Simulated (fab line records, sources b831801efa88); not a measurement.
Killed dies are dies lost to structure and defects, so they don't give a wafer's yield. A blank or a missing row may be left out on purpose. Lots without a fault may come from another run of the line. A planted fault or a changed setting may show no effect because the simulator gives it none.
Which tool did it? | flow sky130 | 15 lots, 45 wafers sampled, at 3 steps of a route of 708

WHAT THE GAUGES READ, wafer by wafer
SKY_VIA2_THK_MEAS_01.
lot  | measured     | on            | VIA2_HDPCVD_THK (nm)
L347 | day 35 02:32 | film_metro-03 | 1162 1167 1167
L350 | day 35 18:29 | film_metro-04 | 1165 1181 1177
L351 | day 36 11:01 | film_metro-04 | 1177 1164 1173
L352 | day 36 15:01 | film_metro-02 | 1189 1171 1176
L353 | day 36 20:07 | film_metro-02 | 1155 1166 1180
L354 | day 37 06:25 | film_metro-03 | 1152 1161 1152
L358 | day 38 16:14 | film_metro-04 | 1164 1187 1160
L359 | day 38 19:23 | film_metro-02 | 1183 1178 1155
L360 | day 39 03:17 | film_metro-04 | 1167 1172 1165
L361 | day 39 10:44 | film_metro-04 | 1185 1167 1161
L362 | day 39 11:35 | film_metro-04 | 1168 1162 1157
L363 | day 39 22:50 | film_metro-04 | 1141 1159 1165
L364 | day 40 04:14 | film_metro-04 | 1185 1169 1162
L370 | day 42 02:19 | film_metro-02 | 1172 1162 1155
L369 | day 42 12:14 | film_metro-02 | 1174 1164 1151

SKY_VIA2_CD_MEAS_12: target cd 200 nm.
lot  | measured     | on        | cd_nm (nm)
L347 | day 36 05:19 | cd_sem-01 | 197.7 197.0 198.0
L350 | day 36 20:21 | cd_sem-01 | 197.5 199.0 198.3
L351 | day 37 13:41 | cd_sem-02 | 200.4 201.3 198.9
L352 | day 37 16:55 | cd_sem-01 | 198.6 198.2 198.8
L353 | day 37 22:23 | cd_sem-02 | 201.9 202.4 199.6
L354 | day 38 08:45 | cd_sem-02 | 199.1 199.6 198.3
L358 | day 39 17:52 | cd_sem-02 | 200.6 199.9 198.8
L359 | day 39 21:27 | cd_sem-02 | 198.6 198.0 199.7
L360 | day 40 04:32 | cd_sem-02 | 199.5 199.5 201.0
L361 | day 40 11:16 | cd_sem-02 | - - -
L362 | day 40 12:49 | cd_sem-02 | - - -
L363 | day 40 23:34 | cd_sem-02 | - - -
L364 | day 41 04:55 | cd_sem-01 | 201.0 201.1 199.5
L370 | day 43 01:52 | cd_sem-01 | 201.1 200.0 200.9
L369 | day 43 10:56 | cd_sem-02 | 200.3 200.8 200.2

WHICH TOOL RAN EACH LOT (tool, then ch and the chambers of the sampled wafers, then the start)
lot  | SKY_VIA2_EXPOSE_09
L347 | krf_scanner-02 ch 0, day 35 15:58
L350 | krf_scanner-02 ch 0, day 36 08:14
L351 | krf_scanner-01 ch 0, day 37 00:56
L352 | krf_scanner-02 ch 0, day 37 04:53
L353 | krf_scanner-01 ch 0, day 37 09:56
L354 | krf_scanner-02 ch 0, day 37 19:16
L358 | krf_scanner-02 ch 0, day 39 05:28
L359 | krf_scanner-01 ch 0, day 39 09:19
L360 | krf_scanner-02 ch 0, day 39 17:05
L361 | krf_scanner-01, day 39 22:56
L362 | krf_scanner-02, day 39 23:44
L363 | krf_scanner-01, day 40 12:11
L364 | krf_scanner-02 ch 0, day 40 17:41
L370 | krf_scanner-01 ch 0, day 42 14:55
L369 | krf_scanner-01 ch 0, day 43 00:14
- SKY_VIA2_EXPOSE_09: exposes mask VIM2, target cd 200 nm.

WHAT THE TOOLS THEMSELVES READ (means of the sampled wafers that have a number; where no wafer has one, the mark that the record gives instead)
SKY_VIA2_EXPOSE_09.
lot  | tool           | exposure_dose_mJ_cm2 | focus_offset_nm (nm)
L347 | krf_scanner-02 | 37.89                | -0.6
L350 | krf_scanner-02 | 37.92                | -0.1
L351 | krf_scanner-01 | 37.96                | 0.0
L352 | krf_scanner-02 | 37.92                | -0.1
L353 | krf_scanner-01 | 38.01                | 0.2
L354 | krf_scanner-02 | 37.99                | -0.5
L358 | krf_scanner-02 | 37.94                | -0.0
L359 | krf_scanner-01 | 37.99                | 0.1
L360 | krf_scanner-02 | 37.96                | 0.1
L361 | krf_scanner-01 | -                    | -
L362 | krf_scanner-02 | -                    | -
L363 | krf_scanner-01 | -                    | -
L364 | krf_scanner-02 | 37.97                | 0.4
L370 | krf_scanner-01 | 38.02                | 0.0
L369 | krf_scanner-01 | 38.00                | 0.2

THE ANSWER, worked out from the rows above alone
Rule: what is usual is taken from the lots themselves. Put in order of their means at a reading, lots are off if they are a third of the lots or fewer, leave a main group of 4 or more, and stand apart from it by a gap of 3 or more times the standard deviation of the main group's means; of several such gaps the widest counts. A main group whose means are all the same, to the digits that the tables above print for the reading, isn't used. A lot without any number at a reading at which 4 lots or more have one is off too. The other lots that the step has rows for count as sound. The gauges are gone through in route order, then the tools' own readings, and for those a lot's mean is taken as printed above. The first step at which some lot is off is used, and at that step the reading that is off furthest; a lot without a number counts as furthest.
Off: L361, L362, L363, at SKY_VIA2_CD_MEAS_12 (cd_nm). Without a number there: L361, L362, L363. The main group: mean 199.6 nm, standard deviation 1.1.
A tool fits if, at a process step before that reading, it ran every lot that is off, and no sound lot after the first of them. The gauges at SKY_VIA2_CD_MEAS_12 aren't tried: what is off there is off at SKY_VIA2_EXPOSE_09 too, on other tools, and a gauge's error can't cause that. None of those tried fits.

WHAT THE SIMULATOR HAD PUT IN
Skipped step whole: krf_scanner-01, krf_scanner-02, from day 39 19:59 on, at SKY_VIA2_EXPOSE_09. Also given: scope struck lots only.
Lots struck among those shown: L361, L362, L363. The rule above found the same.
